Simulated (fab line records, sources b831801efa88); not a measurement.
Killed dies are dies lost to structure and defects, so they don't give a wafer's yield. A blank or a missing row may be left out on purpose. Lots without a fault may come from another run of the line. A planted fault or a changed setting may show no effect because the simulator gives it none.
Which tool did it? | flow sky130 | 6 lots, 18 wafers sampled, at 4 steps of a route of 708

WHAT THE GAUGES READ, wafer by wafer
SKY_CONTACT_CD_MEAS_14: target cd 170 nm.
lot  | measured     | on        | cd_nm (nm)
L503 | day 32 15:12 | cd_sem-01 | 170.8 170.5 169.8
L507 | day 33 05:06 | cd_sem-01 | 170.1 170.8 170.4
L509 | day 33 13:42 | cd_sem-01 | 169.9 171.2 171.3
L511 | day 34 09:25 | cd_sem-01 | 169.5 170.8 167.9
L514 | day 35 14:06 | cd_sem-02 | 171.2 172.5 171.5
L524 | day 39 07:38 | cd_sem-02 | 170.3 171.3 171.3

WHICH TOOL RAN EACH LOT (tool, then ch and the chambers of the sampled wafers, then the start)
lot  | SKY_LI_CONTACT_ETCH_14             | SKY_LI_CONTACT_SPUTTER_20    | SKY_CONTACT_CMP_04
L503 | rie_diel-03 ch 0,1,2, day 30 04:17 | pvd_sputter-03, day 30 04:47 | cmp-02 ch 0,2,3, day 31 10:46
L507 | rie_diel-03 ch 0,1, day 30 18:32   | pvd_sputter-04, day 30 19:02 | cmp-01 ch 0,2,3, day 32 01:55
L509 | rie_diel-02 ch 1,2, day 31 04:22   | pvd_sputter-04, day 31 04:52 | cmp-01 ch 1,2,3, day 32 10:22
L511 | rie_diel-03 ch 0,2, day 32 00:50   | pvd_sputter-01, day 32 01:31 | cmp-01 ch 1,2,3, day 33 06:52
L514 | rie_diel-03 ch 0,2,3, day 33 06:44 | pvd_sputter-01, day 33 07:14 | cmp-01 ch 1,2, day 34 10:58
L524 | rie_diel-02 ch 1,3, day 37 02:05   | pvd_sputter-04, day 37 02:37 | cmp-01 ch 2,3, day 38 06:25
- SKY_LI_CONTACT_ETCH_14: etches BARC in N2/H2, stops on SiO2, time 45.9 s, target depth 60 nm.
- SKY_LI_CONTACT_SPUTTER_20: material TiN, target thk 20 nm, time 80 s.
- SKY_CONTACT_CMP_04: polishes SiO2.

THE ANSWER, worked out from the rows above alone
Rule: what is usual is taken from the lots themselves. Put in order of their means at a reading, lots are off if they are a third of the lots or fewer, leave a main group of 4 or more, and stand apart from it by a gap of 3 or more times the standard deviation of the main group's means; of several such gaps the widest counts. A main group whose means are all the same, to the digits that the tables above print for the reading, isn't used. A lot without any number at a reading at which 4 lots or more have one is off too. The other lots that the step has rows for count as sound.
No lot is off at any reading shown: from this, nothing can be told.

WHAT THE SIMULATOR HAD PUT IN
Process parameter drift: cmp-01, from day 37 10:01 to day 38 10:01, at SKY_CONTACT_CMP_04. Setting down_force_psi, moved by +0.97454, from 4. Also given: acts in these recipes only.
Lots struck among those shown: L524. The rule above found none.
